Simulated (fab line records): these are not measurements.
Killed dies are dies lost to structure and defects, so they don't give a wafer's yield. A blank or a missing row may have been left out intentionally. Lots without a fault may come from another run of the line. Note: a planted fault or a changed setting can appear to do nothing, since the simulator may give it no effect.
fab line records | flow sky130
[record] lots = 6 wafers = 18 last_day = 50
route steps=708 shown LI_CONTACT@371 PAD_OPEN@708
lots with no fault: from the same line, run without faults
start_h: hours from the record's opening day to when the first of the lot's shown wafers began | wait_h: hours elapsed since this lot's preceding step | " repeats the value in the row above | L1.1+2: several wafers, shown together as one row | - no value, or no start was given | * or withheld: withheld | < > ~ a bound
route shown NAME@n: a module of which the file shows steps, and the number in the route of the first | usual: average and standard deviation across the fault-free wafers | same: alike in all rows | chamber/n: place in a boat | sites: per-site readings | _std_site: the values' standard deviation | _edge_site: outer sites' mean less inner sites' | radius_mm: how far each site lies from the wafer's centre | mask NAME#n: copy n | behind: the tool/chamber that last shaped the wafer | hold: the reason the lot was held/the length of the hold in hours/how it ended | device: the n, p or np transistor that did not switch | end of line: the same wafers' tests at the end of the route | a step without rows: its recipe alone | killed: dies lost to structure and defects at the first sort, not the wafer's yield | map: a wafer's dies, marking killed ones x, the rest . and places with no die _
set.NAME: the setting as run; set.NAME@STEP: as run at that earlier step | model.NAME: the simulator's own value behind a step, which no gauge read
certain route steps with their lots: each step a table, each wafer a row
services: a tool's chamber out of use, with start hour (start_h, from the record's first day; less than 0 if before it), hours out, and reason
[[steps]]
[step SKY_LI_CONTACT_EXPOSE_09]
[recipe] mask_id = LICM1 na = 0.8 source_shape = annular sigma_inner = 0.55 sigma_outer = 0.85 target_cd_nm = 170 dose_mj = 38
[step SKY_LI_CONTACT_PEB_10]
[recipe] peb_temp_c = withheld peb_time_s = withheld resist = KrF-thick
[step SKY_LI_CONTACT_DEVELOP_11]
[recipe] develop_time_s = 60 resist = KrF-thick dev_temp_c = 21
[step SKY_LI_CONTACT_CD_MEAS_12]
[recipe] target_cd_nm = 170
[usual] cd_nm = 169.8/1.1
// columns lot.wafer tool chamber start_h wait_h cd_nm
L261.1 cd_sem-02 - 699.09 - 168.7
L261.2 " - " " 171.2
L261.5 " - " " 168.7
L262.2 cd_sem-01 - 701.14 - 170.3
L262.3 " - " " 172.0
L262.4 " - " " 172.0
L269.4 cd_sem-02 - 759.15 - 170.1
L269.5 " - " " 170.3
L269.6 " - " " 170.4
L278.3 cd_sem-02 - 828.43 - 169.8
L278.4 " - " " 168.8
L278.5 " - " " 169.6
L280.3 cd_sem-01 - 836.43 - 170.3
L280.4 " - " " 170.1
L280.6 " - " " 170.0
L281.1 cd_sem-02 - 845.17 - 169.0
L281.2 " - " " 168.9
L281.5 " - " " 168.3
[step SKY_LI_CONTACT_OVL_MEAS_13]
[usual] LI_CONTACT_OVL = -5/5
// columns lot.wafer tool chamber start_h wait_h LI_CONTACT_OVL[nm]
L261.1 overlay-01 - 699.21 0.1 -1
L261.2 " - " " -1
L261.5 " - " " -6
L262.2 overlay-01 - 701.25 0.1 1
L262.3 " - " " -1
L262.4 " - " " 0
L269.4 overlay-01 - 759.23 0.1 -2
L269.5 " - " " -7
L269.6 " - " " -7
L278.3 overlay-01 - 828.52 0.1 -1
L278.4 " - " " -9
L278.5 " - " " -3
L280.3 overlay-02 - 836.52 0.1 -9
L280.4 " - " " -6
L280.6 " - " " -4
L281.1 overlay-01 - 845.29 0.1 -11
L281.2 " - " " -9
L281.5 " - " " -16
[step SKY_LI_CONTACT_ETCH_14]
[recipe] chemistry = N2/H2 target = BARC ion_energy_ev = 200 source_w = 500 bias_w = 100 pressure_mtorr = 30 n2_flow_sccm = 100 h2_flow_sccm = 200 stop_on = SiO2 time_s = 45.9 target_depth_a = 600
[usual] drypump_motor_current_A = 5.7/0.47 oes_product_au = 0.854/0.0051 throttle_valve_pct = 13.224/0.0081
// columns lot.wafer tool chamber start_h wait_h drypump_motor_current_A oes_product_au rf_hours_counter_h throttle_valve_pct
L261.1 rie_diel-03 2 699.24 0.0 6.0 0.859 48 13.231
L261.2 " 0 " " 6.2 0.855 1 13.224
L261.5 " 1 " " 6.0 0.858 - 13.234
L262.2 rie_diel-04 2 701.28 0.0 5.7 0.841 4 13.234
L262.3 " 3 " " 5.1 0.861 39 13.223
L262.4 " 1 " " 5.9 0.858 20 13.207
L269.4 rie_diel-03 3 759.27 0.0 6.1 0.846 - 13.217
L269.5 " 0 " " 6.2 0.856 - 13.220
L269.6 " 1 " " 6.0 0.855 - 13.212
L278.3 rie_diel-01 0 828.54 0.0 4.9 0.862 15 13.227
L278.4 " 3 " " 5.0 0.855 6 13.224
L278.5 " 3 " " 5.0 0.842 - 13.212
L280.3 rie_diel-03 2 836.54 0.0 6.0 0.847 2 13.215
L280.4 " 0 " " 6.2 0.852 4 13.217
L280.6 " 3 " " 6.1 0.850 - 13.229
L281.1 rie_diel-01 1 845.33 0.0 5.2 0.856 21 13.218
L281.2 " 2 " " 5.8 0.852 4 13.226
L281.5 " 3 " " 5.0 0.853 - 13.221
[step SKY_LI_CONTACT_ETCH_15]
[recipe] target = PSG chemistry = C4F8/O2/Ar stop_on = Si taper_deg = 4.15 mask_material = KrF-thick source_w = 1500 bias_w = 1200 pressure_mtorr = 40 c4f8_flow_sccm = withheld O2_flow_sccm = 6 Ar_flow_sccm = 300 time_s = withheld target_depth_a = 6000
[usual] oes_product_au = 0.837/0.0053
// columns lot.wafer tool chamber start_h wait_h oes_product_au
L261.1 rie_diel-03 2 699.29 0.0 0.831
L261.2 " 0 " " 0.846
L261.5 " 1 " " 0.843
L262.2 rie_diel-04 2 701.32 0.0 0.844
L262.3 " 3 " " 0.852
L262.4 " 1 " " 0.843
L269.4 rie_diel-03 3 759.33 0.0 0.838
L269.5 " 0 " " 0.836
L269.6 " 1 " " 0.836
L278.3 rie_diel-01 0 828.59 0.0 0.839
L278.4 " 3 " " 0.833
L278.5 " 3 " " 0.843
L280.3 rie_diel-03 2 836.59 0.0 0.837
L280.4 " 0 " " 0.835
L280.6 " 3 " " 0.834
L281.1 rie_diel-01 1 845.37 0.0 0.839
L281.2 " 2 " " 0.839
L281.5 " 3 " " 0.837
[step SKY_LI_CONTACT_STRIP_16]
[recipe] chemistry = O2/N2 power_w = 1400 pressure_mtorr = 1500 platen_temp_c = withheld o2_flow_sccm = 3000 n2_flow_sccm = 300 overash_fraction = 0.5
[usual] drypump_motor_current_A = 5.87/0.25 oes_product_au = 0.376/0.0042 strip_time_to_endpoint_s = 3.51/0.032
[same] overash_fraction = 0.5
// columns lot.wafer tool chamber start_h wait_h drypump_motor_current_A oes_product_au rf_hours_counter_h strip_time_to_endpoint_s
L261.1 plasma_asher-04 1 699.37 - 5.85 0.381 57 3.51
L261.2 " 0 " " 5.73 0.375 57 3.54
L261.5 " 1 " " 5.86 0.371 - 3.51
L262.2 plasma_asher-01 1 701.41 - 6.01 0.381 27 3.54
L262.3 " 1 " " 5.99 0.376 - 3.54
L262.4 " 0 " " 5.39 0.381 - 3.49
L269.4 plasma_asher-01 1 759.41 - 5.99 0.381 - 3.55
L269.5 " 1 " " 6.02 0.377 - 3.55
L269.6 " 0 " " 5.45 0.377 - 3.53
L278.3 plasma_asher-01 1 828.71 - 6.01 0.370 - 3.47
L278.4 " 0 " " 5.43 0.375 - 3.50
L278.5 " 1 " " 5.99 0.375 - 3.49
L280.3 plasma_asher-03 0 836.71 - 5.98 0.373 - 3.48
L280.4 " 1 " " 6.21 0.372 - 3.46
L280.6 " 0 " " 5.98 0.378 - 3.53
L281.1 plasma_asher-04 0 845.45 - 5.70 0.375 70 3.48
L281.2 " 1 " " 5.87 0.370 70 3.47
L281.5 " 0 " " 5.70 0.374 - 3.46
[step SKY_LI_CONTACT_CLEAN_17]
[recipe] chemistry = NMP time_s = 600 temp_c = 60 dry = n2_spin
[step SKY_LI_CONTACT_PRE_CLEAN_18]
[recipe] gas = Ar time_s = 5.6 bias_v = 358
[step SKY_LI_CONTACT_SPUTTER_19]
[recipe] material = Ti target_thk_nm = 20 chamber_pressure_pa = 5 power_w = 2500 substrate_temp_c = 200 time_s = 106.37
[step SKY_LI_CONTACT_SPUTTER_20]
[recipe] material = TiN target_thk_nm = 20 chamber_pressure_pa = 5 power_w = 4000 time_s = 80
[usual] throttle_valve_pct = 29.6/0.85
// columns lot.wafer tool chamber start_h wait_h throttle_valve_pct
L261.1 pvd_sputter-02 - 699.79 0.0 30.2
L261.2 " - " " 30.5
L261.5 " - " " 29.3
L262.2 pvd_sputter-04 - 701.79 0.0 30.0
L262.3 " - " " 27.9
L262.4 " - " " 28.9
L269.4 pvd_sputter-03 - 759.74 0.0 30.8
L269.5 " - " " 29.6
L269.6 " - " " 28.8
L278.3 pvd_sputter-03 - 829.08 0.0 28.2
L278.4 " - " " 29.0
L278.5 " - " " 28.7
L280.3 pvd_sputter-04 - 837.06 0.0 30.3
L280.4 " - " " 30.0
L280.6 " - " " 29.9
L281.1 pvd_sputter-04 - 845.82 0.0 29.3
L281.2 " - " " 28.2
L281.5 " - " " 30.1
[step SKY_LI_CONTACT_CVD_21]
[recipe] material = W target_thk_nm = 400 time_s = 120.56 temp_c = 400 pressure_torr = 40
[usual] chamber_pressure_Torr = 40.01/0.093 heater_power_w = 850/77
// columns lot.wafer tool chamber start_h wait_h chamber_pressure_Torr heater_power_w model.W_of_LI_CONTACT_CVD_21.thk_nm
L261.1 cvd_w-01 0 699.85 0.0 40.03 798 406.1
L261.2 " 1 " " 40.16 873 401.1
L261.5 " 1 " " 39.98 876 398.5
L262.2 cvd_w-02 0 701.85 0.0 40.00 756 404.2
L262.3 " 1 " " 40.21 955 395.5
L262.4 " 0 " " 40.01 751 395.5
L269.4 cvd_w-01 1 759.85 0.1 40.04 891 398.8
L269.5 " 0 " " 40.07 828 401.8
L269.6 " 1 " " 39.94 884 403.7
L278.3 cvd_w-01 1 829.18 0.1 40.07 858 396.6
L278.4 " 0 " " 45.63 817 435
L278.5 " 0 " " 45.51 834 434.5
L280.3 cvd_w-01 0 837.16 0.1 45.75 793 430.3
L280.4 " 1 " " 40.00 903 399.5
L280.6 " 0 " " 45.71 820 434.2
L281.1 cvd_w-02 1 845.89 0.0 39.89 997 400.1
L281.2 " 0 " " 40.16 748 402.9
L281.5 " 0 " " 40.31 765 403.6
[step SKY_LI_CONTACT_RS_MEAS_22]
[recipe] thk_meas_gauge = four-point-probe reads = W_of_LI_CONTACT_CVD_21+TiN_of_LI_CONTACT_SPUTTER_20+Ti_of_LI_CONTACT_SPUTTER_19
[usual] LI_CONTACT_W_RS = 0.284/0.0053
// columns lot.wafer tool chamber start_h wait_h LI_CONTACT_W_RS[ohm/sq]
L261.1 film_metro-04 - 699.98 0.1 0.281
L261.2 " - " " 0.283
L261.5 " - " " 0.286
L262.2 film_metro-04 - 702.00 0.1 0.282
L262.3 " - " " 0.287
L262.4 " - " " 0.288
L269.4 film_metro-03 - 759.99 0.1 0.285
L269.5 " - " " 0.283
L269.6 " - " " 0.282
L278.3 film_metro-03 - 829.30 0.1 0.287
L278.4 " - " " 0.262
L278.5 " - " " 0.262
L280.3 film_metro-04 - 837.28 0.1 0.265
L280.4 " - " " 0.285
L280.6 " - " " 0.262
L281.1 film_metro-04 - 846.01 0.1 0.285
L281.2 " - " " 0.282
L281.5 " - " " 0.282
[step SKY_LI_CONTACT_THK_MEAS_23]
[recipe] thk_meas_gauge = xrf reads = W_of_LI_CONTACT_CVD_21
[usual] LI_CONTACT_W_THK = 393/7.8
// columns lot.wafer tool chamber start_h wait_h LI_CONTACT_W_THK[nm]
L261.1 film_metro-04 - 700.10 0.1 405
L261.2 " - " " 400
L261.5 " - " " 398
L262.2 film_metro-04 - 702.11 0.1 400
L262.3 " - " " 395
L262.4 " - " " 395
L269.4 film_metro-03 - 760.08 0.1 386
L269.5 " - " " 390
L269.6 " - " " 392
L278.3 film_metro-03 - 829.40 0.1 386
L278.4 " - " " 420
L278.5 " - " " 417
L280.3 film_metro-04 - 837.38 0.1 425
L280.4 " - " " 393
L280.6 " - " " 428
L281.1 film_metro-04 - 846.13 0.1 395
L281.2 " - " " 397
L281.5 " - " " 400
[step SKY_LI_CONTACT_CMP_24]
[recipe] stop_on = PSG t_overpolish_s = 20 down_force_psi = 3.5 platen_rpm = 60 target_thk_nm = 0 pad_velocity_m_s = 0.94248
[usual] motor_current_A = 10.3/0.7 slurry_filter_dp_kPa = 13.50/0.13 slurry_flow_ml_min = 150.1/0.49
// columns lot.wafer tool chamber start_h wait_h motor_current_A slurry_filter_dp_kPa slurry_flow_ml_min
L261.1 cmp-02 3 700.21 0.1 9.5 13.47 151.0
L261.2 " 1 " " 11.0 13.59 150.0
L261.5 " 3 " " 9.5 13.41 150.5
L262.2 cmp-02 3 702.16 0.0 9.3 13.59 149.8
L262.4 " 0 " " 10.3 13.46 149.8
L262.3 " 2 " " 9.5 13.30 149.2
L269.4 cmp-02 1 760.21 0.1 10.8 13.79 149.8
L269.5 " 3 " " 9.2 13.46 149.8
L269.6 " 0 " " 9.5 13.49 149.2
L278.4 cmp-01 2 829.54 0.1 10.6 13.28 150.7
L278.3 " 3 " " 11.5 13.55 149.6
L278.5 " 0 " " 10.2 13.60 150.8
L280.4 cmp-01 2 837.42 0.0 10.1 13.70 150.1
L280.3 " 0 " " 10.7 13.61 150.8
L280.6 " 2 " " 10.1 13.65 149.3
L281.1 cmp-01 1 846.19 0.1 11.0 13.42 149.8
L281.2 " 0 " " 10.3 13.72 150.9
L281.5 " 2 " " 11.1 13.77 149.7
[step SKY_PAD_OPEN_PROBE_99]
[usual] killed_at_M0_to_M3 = 44/7 killed_at_M4_up = 3.1/1.8 killed_at_contacts = 25/5.1 killed_at_front_end = 15/4.3 killed_at_other = 0.3/0.61 killed_dies = 87/9.8 killed_open = 48/7 killed_short = 38/6.3
[same] gross_dies = 492 killed_at_back_side = 0
// columns lot.wafer tool chamber start_h wait_h killed_at_M0_to_M3 killed_at_M4_up killed_at_contacts killed_at_front_end killed_at_other killed_dies killed_open killed_short
L269.4 prober-02 - 1136.44 0.2 41 3 23 15 0 82 46 36
L269.5 prober-02 - 1136.49 0.2 51 5 22 9 0 87 47 39
L269.6 prober-02 - 1136.54 0.2 54 4 20 17 0 95 52 42
L278.4 prober-01 - 1182.74 0.2 47 1 24 16 0 88 43 45
// killed by level:class
L269.4 CONTACT:geometric_particle:open=9 METAL1:geometric_particle:short=8 VIA3:geometric_particle:open=8 VIA1:geometric_particle:open=7 POLY_GATE:geometric_particle:open=5 LOCAL_INTERCONNECT:geometric_particle:short=5 FIELD_ISO:geometric_particle:open=4 VIA3:geometric_particle:short=4
L269.5 VIA2:geometric_particle:open=9 CONTACT:geometric_particle:open=8 LI_CONTACT:geometric_particle:open=7 VIA1:geometric_particle:open=7 METAL2:geometric_particle:short=6 VIA3:geometric_particle:open=6 METAL1:geometric_particle:short=5 VIA1:geometric_particle:short=5
L269.6 VIA1:geometric_particle:open=20 VIA3:geometric_particle:open=9 FIELD_ISO:geometric_particle:short=6 CONTACT:geometric_particle:open=6 METAL3:geometric_particle:short=5 POLY_GATE:geometric_particle:short=4 VIA2:geometric_particle:open=4 LI_CONTACT:geometric_particle:short=4
L278.4 VIA1:geometric_particle:open=9 CONTACT:geometric_particle:open=8 VIA1:geometric_particle:short=8 LOCAL_INTERCONNECT:geometric_particle:short=7 METAL1:geometric_particle:short=7 VIA3:geometric_particle:open=5 FIELD_ISO:geometric_particle:short=5 METAL2:geometric_particle:short=5
[[services]]
// columns tool chamber start_h hours kind
rie_diel-04 - 679.77 0.2 repair
cvd_w-01 - 682.67 1.3 repair
cmp-01 - 683.61 2.3 repair
rie_diel-04 2 688.11 2.5 repair
rie_diel-04 0 693.84 6.4 repair
cmp-02 - 693.93 4.3 repair
pvd_sputter-04 - 696.44 0.6 repair
plasma_asher-04 - 707.38 15.6 pm
rie_diel-03 2 714.51 40.5 repair
pvd_sputter-03 - 719.28 15.5 repair
pvd_sputter-02 - 738.38 4.9 repair
cmp-02 - 742.26 0.5 repair
cmp-02 - 744.00 4.0 pm
rie_diel-01 2 748.56 4.4 repair
rie_diel-03 2 755.01 - clean
rie_diel-03 2 755.01 14.3 scheduled_down
rie_diel-03 2 755.01 14.3 vent_cycle
pvd_sputter-02 - 772.08 10.3 repair
cmp-01 - 786.76 5.6 pm
rie_diel-04 1 804.57 18.5 repair
cmp-02 - 808.72 0.5 repair
rie_diel-03 0 810.73 6.6 repair
cvd_w-01 - 826.28 0.9 repair
rie_diel-01 2 834.00 8.0 repair
[[key]]
[first_sign] step = SKY_LI_CONTACT_CVD_21 reading = chamber_pressure_Torr direction = up sigmas = 61 usual = 40.01 struck = 45.65
[effect] step = SKY_LI_CONTACT_RS_MEAS_22 reading = LI_CONTACT_W_RS direction = down sigmas = 4.1 usual = 0.284 struck = 0.263
[effect] step = SKY_LI_CONTACT_THK_MEAS_23 reading = LI_CONTACT_W_THK direction = up sigmas = 3.8 usual = 393 struck = 423
[model_effect] step = SKY_LI_CONTACT_CVD_21 value = W_of_LI_CONTACT_CVD_21.thk_nm without = 405.8 struck = 433.5
met_at SKY_LI_CONTACT_CVD_21
struck_wafers L278.4,L278.5,L280.3,L280.6
tester_left_out L278,L280
onset_between 759.85 829.18
[fault] kind = process_parameter_drift tool = cvd_w-01 chamber = 0 onset_h = 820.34 steps = SKY_LI_CONTACT_CVD_21 channel = pressure_torr offset = 5.6093 shape = step end_h = 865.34 acts_in = these_recipes_only stated = 40
// tester_left_out: of these lots the tester's yield and bins aren't shown, on N5 and GAA mostly nor the transistor test; their killed dies are dies lost to structure and defects alone, not to doping, threshold or leakage, so they don't give the yield
